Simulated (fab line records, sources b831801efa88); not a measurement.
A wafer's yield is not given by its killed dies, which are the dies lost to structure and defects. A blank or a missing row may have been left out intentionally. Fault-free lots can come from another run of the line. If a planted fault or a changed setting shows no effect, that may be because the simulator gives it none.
Which tool was responsible? | flow sky130 | 72 wafers from 24 lots sampled at 6 of the route's 708 steps

## WHAT THE GAUGES READ, wafer by wafer
SKY_METAL2_OVL_MEAS_16. Usual: METAL2_OVL gives -1 nm (standard deviation 5.4).
lot  | measured     | on         | METAL2_OVL (nm) | flag
L074 | day 35 21:50 | overlay-02 | 6 2 -5          |
L075 | day 35 22:11 | overlay-02 | -9 -4 -1        |
L076 | day 36 08:13 | overlay-02 | -1 -1 5         |
L077 | day 36 11:32 | overlay-01 | -6 -5 -10       |
L078 | day 37 01:28 | overlay-01 | 0 -2 0          |
L079 | day 37 16:42 | overlay-01 | 2 -6 1          |
L081 | day 37 18:07 | overlay-02 | -9 -9 -10       |
L080 | day 37 17:03 | overlay-02 | -6 -3 8         |
L082 | day 37 23:24 | overlay-02 | 2 3 1           |
L083 | day 38 14:48 | overlay-02 | -13 -8 -7       |
L084 | day 38 15:40 | overlay-02 | -2 -2 2         |
L086 | day 39 04:43 | overlay-02 | 4 9 -2          |
L085 | day 39 06:49 | overlay-01 | -3 -9 -6        |
L089 | day 40 01:58 | overlay-02 | 1 -8 -5         |
L088 | day 40 04:24 | overlay-02 | -5 -7 -9        |
L087 | day 40 06:34 | overlay-01 | 5 1 -8          |
L090 | day 40 06:40 | overlay-02 | 8 9 2           |
L092 | day 41 02:12 | overlay-01 | 4 8 -2          |
L091 | day 41 03:04 | overlay-02 | 2 -11 -1        |
L093 | day 41 08:37 | overlay-01 | 1 3 -4          |
L094 | day 41 08:58 | overlay-02 | 0 4 4           |
L095 | day 41 21:42 | overlay-02 | -2 -4 4         |
L097 | day 42 04:37 | overlay-02 | 5 -1 -6         |
L096 | day 42 08:40 | overlay-01 | -2 4 -4         |

SKY_PASSIVATION_THK_MEAS_01. Usual: PASSIVATION_CVD_00_THK gives 90.3 nm (standard deviation 1.4).
lot  | measured     | on            | PASSIVATION_CVD_00_THK (nm) | flag
L074 | day 44 09:08 | film-metro-02 | 90.5 91.5 91.1              |
L075 | day 44 10:46 | film-metro-04 | 89.2 89.7 89.1              |
L076 | day 44 18:21 | film-metro-04 | 91.5 92.2 89.0              |
L077 | day 44 20:04 | film-metro-02 | 88.1 90.3 90.8              |
L078 | day 45 13:38 | film-metro-02 | 89.0 88.2 89.7              |
L079 | day 45 21:07 | film-metro-01 | 89.3 89.6 92.0              |
L081 | day 46 03:07 | film-metro-04 | 90.5 90.3 91.1              |
L080 | day 46 01:02 | film-metro-04 | 89.1 88.6 88.1              |
L082 | day 46 08:04 | film-metro-01 | 86.7 88.9 90.6              |
L083 | day 46 17:20 | film-metro-04 | 89.7 87.8 90.6              |
L084 | day 46 17:37 | film-metro-04 | 91.2 91.8 92.7              |
L086 | day 47 09:26 | film-metro-02 | 90.4 91.3 92.2              |
L085 | day 47 10:42 | film-metro-04 | 90.9 91.0 93.6              |
L089 | day 47 22:15 | film-metro-04 | 91.3 88.0 92.3              |
L088 | day 48 02:58 | film-metro-04 | 92.3 90.2 92.5              |
L087 | day 48 05:33 | film-metro-02 | 89.4 91.1 90.1              |
L090 | day 48 07:45 | film-metro-02 | 89.7 89.7 88.4              |
L092 | day 48 19:01 | film-metro-02 | 90.0 92.0 90.5              |
L091 | day 48 20:49 | film-metro-01 | 89.0 90.8 90.9              |
L093 | day 49 03:04 | film-metro-01 | 88.7 91.5 90.3              |
L094 | day 49 04:22 | film-metro-04 | 88.7 89.9 89.0              |
L095 | day 49 08:31 | film-metro-01 | 90.2 89.4 91.2              |
L097 | day 49 14:06 | film-metro-04 | 89.5 88.7 89.8              |
L096 | day 49 18:24 | film-metro-04 | 88.2 90.9 89.5              |

## TOOL THAT RAN EACH LOT (tool first, then ch and the chambers of the sampled wafers, then the start)
lot  | SKY_CONTACT_ETCH_16                | SKY_METAL1_STRIP_20                  | SKY_METAL2_SPUTTER_04        | SKY_VIA3_STRIP_16
L074 | rie-diel-02 ch 0,1,2, day 31 22:02 | plasma-asher-01 ch 0,1, day 33 02:59 | pvd-sputter-04, day 34 09:01 | plasma-asher-02 ch 0,1, day 40 05:29
L075 | rie-diel-01 ch 0,2,3, day 31 22:10 | plasma-asher-03 ch 0,1, day 33 03:17 | pvd-sputter-01, day 34 09:29 | plasma-asher-04 ch 0,1, day 40 05:33
L076 | rie-diel-02 ch 0,1, day 32 08:32   | plasma-asher-02 ch 0,1, day 33 13:08 | pvd-sputter-04, day 35 18:28 | plasma-asher-01 ch 0,1, day 40 16:08
L077 | rie-diel-01 ch 0,1,3, day 32 12:43 | plasma-asher-03 ch 0,1, day 33 16:19 | pvd-sputter-04, day 35 19:25 | plasma-asher-02 ch 0,1, day 40 17:14
L078 | rie-diel-03 ch 0,3, day 33 08:07   | plasma-asher-02 ch 0,1, day 34 13:02 | pvd-sputter-01, day 36 01:13 | plasma-asher-01 ch 1, day 41 10:30
L079 | rie-diel-03 ch 1,2, day 33 20:04   | plasma-asher-03 ch 0,1, day 35 19:06 | pvd-sputter-04, day 36 15:43 | plasma-asher-01 ch 0,1, day 41 23:21
L081 | rie-diel-02 ch 0,1,3, day 33 20:53 | plasma-asher-03 ch 0,1, day 35 19:20 | pvd-sputter-01, day 36 16:55 | plasma-asher-02 ch 0,1, day 42 02:05
L080 | rie-diel-03 ch 0,2,3, day 33 21:01 | plasma-asher-02 ch 0,1, day 35 19:17 | pvd-sputter-04, day 36 16:34 | plasma-asher-01 ch 0,1, day 42 01:03
L082 | rie-diel-01 ch 0,1,3, day 34 05:05 | plasma-asher-02 ch 0,1, day 35 21:44 | pvd-sputter-01, day 36 22:43 | plasma-asher-02 ch 0,1, day 42 08:54
L083 | rie-diel-01 ch 0,1, day 35 17:39   | plasma-asher-02 ch 0,1, day 36 10:20 | pvd-sputter-04, day 37 14:07 | plasma-asher-01 ch 0,1, day 42 19:12
L084 | rie-diel-03 ch 0,2,3, day 35 17:46 | plasma-asher-03 ch 0,1, day 36 11:38 | pvd-sputter-01, day 37 14:47 | plasma-asher-04 ch 0,1, day 42 22:21
L086 | rie-diel-01 ch 0,3, day 35 23:17   | plasma-asher-02 ch 0,1, day 37 00:37 | pvd-sputter-04, day 38 03:37 | plasma-asher-02 ch 0,1, day 43 12:15
L085 | rie-diel-03 ch 0,2,3, day 35 23:53 | plasma-asher-03 ch 0,1, day 37 01:55 | pvd-sputter-01, day 38 05:17 | plasma-asher-02 ch 0,1, day 43 13:56
L089 | rie-diel-01 ch 0,2,3, day 36 18:26 | plasma-asher-02 ch 0,1, day 37 20:59 | pvd-sputter-01, day 39 01:04 | plasma-asher-04 ch 0,1, day 44 04:54
L088 | rie-diel-03 ch 0,1,2, day 36 20:29 | plasma-asher-03 ch 0,1, day 37 23:11 | pvd-sputter-04, day 39 03:51 | plasma-asher-01 ch 0,1, day 44 08:56
L087 | rie-diel-02 ch 1,3, day 36 21:40   | plasma-asher-01 ch 0,1, day 38 00:06 | pvd-sputter-04, day 39 05:17 | plasma-asher-01 ch 0,1, day 44 11:36
L090 | rie-diel-01 ch 0,1, day 36 22:41   | plasma-asher-03 ch 0,1, day 38 01:05 | pvd-sputter-01, day 39 05:21 | plasma-asher-02 ch 0,1, day 44 13:13
L092 | rie-diel-03 ch 0,1,3, day 37 18:37 | plasma-asher-02 ch 0,1, day 38 21:16 | pvd-sputter-01, day 40 01:58 | plasma-asher-02 ch 0,1, day 45 04:50
L091 | rie-diel-03 ch 0,1,2, day 37 20:31 | plasma-asher-01 ch 0,1, day 38 23:14 | pvd-sputter-04, day 40 03:13 | plasma-asher-04 ch 1, day 45 05:59
L093 | rie-diel-01 ch 0,1, day 37 23:32   | plasma-asher-02 ch 0,1, day 39 02:47 | pvd-sputter-01, day 40 07:51 | plasma-asher-04 ch 0,1, day 45 11:52
L094 | rie-diel-02 ch 0,2, day 38 01:49   | plasma-asher-02 ch 0,1, day 39 04:36 | pvd-sputter-04, day 40 08:45 | plasma-asher-02 ch 0,1, day 45 12:21
L095 | rie-diel-03 ch 0,1,3, day 38 17:09 | plasma-asher-03 ch 0,1, day 39 19:45 | pvd-sputter-04, day 40 22:05 | plasma-asher-04 ch 0,1, day 45 20:11
L097 | rie-diel-03 ch 1,3, day 38 22:59   | plasma-asher-02 ch 0,1, day 40 01:31 | pvd-sputter-02, day 41 04:07 | plasma-asher-04 ch 0,1, day 46 02:12
L096 | rie-diel-02 ch 0,2, day 39 00:51   | plasma-asher-01 ch 0,1, day 40 02:45 | pvd-sputter-04, day 41 07:43 | plasma-asher-02 ch 0,1, day 46 08:00
- SKY_CONTACT_ETCH_16: etches BARC in N2/H2, stops on SiO2, time 45.9 s, target depth 60 nm.
- SKY_METAL1_STRIP_20: strips in O2/N2.
- SKY_METAL2_SPUTTER_04: material TiN, target thk 70 nm, time 58.3 s.
- SKY_VIA3_STRIP_16: strips in O2/N2.

## WHAT THE TOOLS THEMSELVES READ (means of the sampled wafers that have a number; where no wafer has one, the mark that the record gives instead)
SKY_CONTACT_ETCH_16. Usual: drypump-motor-current-A 5.9 A, standard deviation 0.44; n2-flow-sccm 99.99 sccm, standard deviation 0.28; oes-product-au 0.854 a.u., standard deviation 0.0045; throttle-valve-pct 13.226 %, standard deviation 0.0095.
lot  | tool        | drypump-motor-current-A (A) | n2-flow-sccm (sccm) | oes-product-au (a.u.) | throttle-valve-pct (%) | flag
L074 | rie-diel-02 | 5.9                         | 100.11              | 0.853                 | 13.224                 |
L075 | rie-diel-01 | 6.1                         | 99.87               | 0.854                 | 13.227                 |
L076 | rie-diel-02 | 5.7                         | 99.75               | 0.855                 | 13.225                 |
L077 | rie-diel-01 | 5.8                         | 100.14              | 0.855                 | 13.227                 |
L078 | rie-diel-03 | 6.2                         | 100.16              | 0.855                 | 13.230                 |
L079 | rie-diel-03 | 6.0                         | 100.44              | 0.857                 | 13.226                 |
L081 | rie-diel-02 | 5.5                         | 100.11              | 0.851                 | 13.228                 |
L080 | rie-diel-03 | 6.1                         | 100.07              | 0.856                 | 13.224                 |
L082 | rie-diel-01 | 5.9                         | 100.20              | 0.851                 | 13.230                 |
L083 | rie-diel-01 | 5.5                         | 100.04              | 0.857                 | 13.230                 |
L084 | rie-diel-03 | 6.2                         | 99.87               | 0.855                 | 13.219                 |
L086 | rie-diel-01 | 6.2                         | 100.08              | 0.852                 | 13.225                 |
L085 | rie-diel-03 | 6.2                         | 100.15              | 0.858                 | 13.223                 |
L089 | rie-diel-01 | 6.1                         | 99.73               | 0.859                 | 13.224                 |
L088 | rie-diel-03 | 6.0                         | 99.99               | 0.853                 | 13.226                 |
L087 | rie-diel-02 | 5.2                         | 100.21              | 0.852                 | 13.226                 |
L090 | rie-diel-01 | 5.5                         | 99.83               | 0.859                 | 13.223                 |
L092 | rie-diel-03 | 6.0                         | 99.89               | 0.851                 | 13.230                 |
L091 | rie-diel-03 | 6.0                         | 99.86               | 0.856                 | 13.217                 |
L093 | rie-diel-01 | 5.5                         | 100.08              | 0.852                 | 13.226                 |
L094 | rie-diel-02 | 6.0                         | 99.78               | 0.852                 | 13.219                 |
L095 | rie-diel-03 | 6.0                         | 99.93               | 0.855                 | 13.233                 |
L097 | rie-diel-03 | 5.9                         | 100.10              | 0.854                 | 13.218                 |
L096 | rie-diel-02 | 5.8                         | 99.97               | 0.853                 | 13.225                 |

SKY_METAL1_STRIP_20. Usual: drypump-motor-current-A 5.4 A, standard deviation 0.45; n2-flow-sccm 300.0 sccm, standard deviation 0.89; oes-product-au 0.340 a.u., standard deviation 0.0047; strip-time-to-endpoint-s 2.62 s, standard deviation 0.041.
lot  | tool            | drypump-motor-current-A (A) | n2-flow-sccm (sccm) | oes-product-au (a.u.) | strip-time-to-endpoint-s (s) | flag
L074 | plasma-asher-01 | 5.1                         | 300.7               | 0.343                 | 2.67                         |
L075 | plasma-asher-03 | 5.5                         | 299.7               | 0.341                 | 2.63                         |
L076 | plasma-asher-02 | 5.3                         | 300.6               | 0.335                 | 2.65                         |
L077 | plasma-asher-03 | 5.4                         | 300.1               | 0.343                 | 2.68                         |
L078 | plasma-asher-02 | 5.7                         | 299.6               | 0.340                 | 2.57                         |
L079 | plasma-asher-03 | 5.5                         | 300.1               | 0.343                 | 2.65                         |
L081 | plasma-asher-03 | 5.5                         | 301.0               | 0.341                 | 2.58                         |
L080 | plasma-asher-02 | 5.4                         | 299.9               | 0.340                 | 2.62                         |
L082 | plasma-asher-02 | 5.7                         | 299.5               | 0.337                 | 2.60                         |
L083 | plasma-asher-02 | 5.4                         | 299.7               | 0.338                 | 2.59                         |
L084 | plasma-asher-03 | 5.4                         | 300.2               | 0.330                 | 2.56                         |
L086 | plasma-asher-02 | 5.4                         | 300.0               | 0.338                 | 2.59                         |
L085 | plasma-asher-03 | 5.5                         | 300.0               | 0.341                 | 2.67                         |
L089 | plasma-asher-02 | 5.4                         | 299.7               | 0.342                 | 2.63                         |
L088 | plasma-asher-03 | 5.4                         | 299.8               | 0.336                 | 2.58                         |
L087 | plasma-asher-01 | 5.0                         | 299.7               | 0.334                 | 2.63                         |
L090 | plasma-asher-03 | 5.4                         | 300.2               | 0.344                 | 2.59                         |
L092 | plasma-asher-02 | 5.7                         | 300.4               | 0.342                 | 2.65                         |
L091 | plasma-asher-01 | 4.9                         | 300.3               | 0.344                 | 2.64                         |
L093 | plasma-asher-02 | 5.3                         | 299.7               | 0.341                 | 2.62                         |
L094 | plasma-asher-02 | 5.4                         | 300.8               | 0.343                 | 2.63                         |
L095 | plasma-asher-03 | 5.5                         | 300.9               | 0.340                 | 2.62                         |
L097 | plasma-asher-02 | 5.8                         | 300.2               | 0.342                 | 2.61                         |
L096 | plasma-asher-01 | 4.9                         | 299.4               | 0.341                 | 2.67                         |

SKY_METAL2_SPUTTER_04. Usual: chamber-pressure-pa 0.3999 Pa, standard deviation 0.00087; throttle-valve-pct 30.2 %, standard deviation 0.92.
lot  | tool           | chamber-pressure-pa (Pa) | throttle-valve-pct (%) | flag
L074 | pvd-sputter-04 | 0.3998                   | 29.7                   |
L075 | pvd-sputter-01 | 0.4003                   | 30.3                   |
L076 | pvd-sputter-04 | 0.3996                   | 30.0                   |
L077 | pvd-sputter-04 | 0.4006                   | 29.7                   |
L078 | pvd-sputter-01 | 0.3998                   | 29.8                   |
L079 | pvd-sputter-04 | 0.4003                   | 29.7                   |
L081 | pvd-sputter-01 | 0.3998                   | 29.9                   |
L080 | pvd-sputter-04 | 0.4001                   | 30.2                   |
L082 | pvd-sputter-01 | 0.4011                   | 30.5                   |
L083 | pvd-sputter-04 | 0.4004                   | 31.1                   |
L084 | pvd-sputter-01 | 0.3996                   | 30.7                   |
L086 | pvd-sputter-04 | 0.3992                   | 30.1                   |
L085 | pvd-sputter-01 | 0.3994                   | 30.4                   |
L089 | pvd-sputter-01 | 0.4006                   | 30.2                   |
L088 | pvd-sputter-04 | 0.3996                   | 30.5                   |
L087 | pvd-sputter-04 | 0.3994                   | 30.0                   |
L090 | pvd-sputter-01 | 0.4003                   | 30.1                   |
L092 | pvd-sputter-01 | 0.4007                   | 30.5                   |
L091 | pvd-sputter-04 | 0.4002                   | 29.1                   |
L093 | pvd-sputter-01 | 0.3992                   | 30.4                   |
L094 | pvd-sputter-04 | 0.4005                   | 30.5                   |
L095 | pvd-sputter-04 | 0.3999                   | 30.6                   |
L097 | pvd-sputter-02 | 0.3997                   | 29.1                   |
L096 | pvd-sputter-04 | 0.3999                   | 30.5                   |

SKY_VIA3_STRIP_16. Usual: drypump-motor-current-A 5.6 A, standard deviation 0.64; n2-flow-sccm 300.0 sccm, standard deviation 0.84; oes-product-au 0.402 a.u., standard deviation 0.0051; strip-time-to-endpoint-s 4.14 s, standard deviation 0.032.
lot  | tool            | drypump-motor-current-A (A) | n2-flow-sccm (sccm) | oes-product-au (a.u.) | strip-time-to-endpoint-s (s) | flag
L074 | plasma-asher-02 | 5.3                         | 300.2               | 0.399                 | 4.14                         |
L075 | plasma-asher-04 | 6.1                         | 300.6               | 0.401                 | 4.15                         |
L076 | plasma-asher-01 | 4.9                         | 299.8               | 0.403                 | 4.17                         |
L077 | plasma-asher-02 | 5.4                         | 299.0               | 0.398                 | 4.12                         |
L078 | plasma-asher-01 | 4.9                         | 300.3               | 0.398                 | 4.17                         |
L079 | plasma-asher-01 | 5.1                         | 300.0               | 0.399                 | 4.11                         |
L081 | plasma-asher-02 | 5.4                         | 299.4               | 0.403                 | 4.14                         |
L080 | plasma-asher-01 | 5.0                         | 299.6               | 0.402                 | 4.16                         |
L082 | plasma-asher-02 | 5.7                         | 300.5               | 0.396                 | 4.10                         |
L083 | plasma-asher-01 | 4.9                         | 299.8               | 0.400                 | 4.11                         |
L084 | plasma-asher-04 | 6.1                         | 299.8               | 0.403                 | 4.14                         |
L086 | plasma-asher-02 | 5.7                         | 299.3               | 0.403                 | 4.12                         |
L085 | plasma-asher-02 | 5.4                         | 299.7               | 0.404                 | 4.12                         |
L089 | plasma-asher-04 | 6.4                         | 299.9               | 0.399                 | 4.13                         |
L088 | plasma-asher-01 | 5.1                         | 300.1               | 0.396                 | 4.11                         |
L087 | plasma-asher-01 | 5.1                         | 299.9               | 0.407                 | 4.19                         |
L090 | plasma-asher-02 | 5.4                         | 299.8               | 0.408                 | 4.19                         |
L092 | plasma-asher-02 | 5.4                         | 299.8               | 0.403                 | 4.13                         |
L091 | plasma-asher-04 | 5.8                         | 300.8               | 0.399                 | 4.22                         |
L093 | plasma-asher-04 | 6.1                         | 300.7               | 0.399                 | 4.16                         |
L094 | plasma-asher-02 | 5.7                         | 299.7               | 0.399                 | 4.13                         |
L095 | plasma-asher-04 | 6.1                         | 300.3               | 0.402                 | 4.12                         |
L097 | plasma-asher-04 | 6.3                         | 300.1               | 0.405                 | 4.17                         |
L096 | plasma-asher-02 | 5.4                         | 299.1               | 0.403                 | 4.18                         |

## THE ANSWER, worked out from the rows above alone
Rule: a lot is off if the mean of its wafers that have a number lies more than 3 standard deviations from the usual mean. A lot without any number at a reading at which 4 lots or more have one is off too. All remaining lots with rows at the step are treated as sound. After the gauges, taken in route order, come the tools' own readings; for these a lot's mean is taken, as printed above. At the first step where some lot is off, the reading lying furthest off is the one used; lots without a number count as furthest.
No lot is off at any reading shown: from this, nothing can be told.

## WHAT HAD BEEN PUT IN BY THE SIMULATOR
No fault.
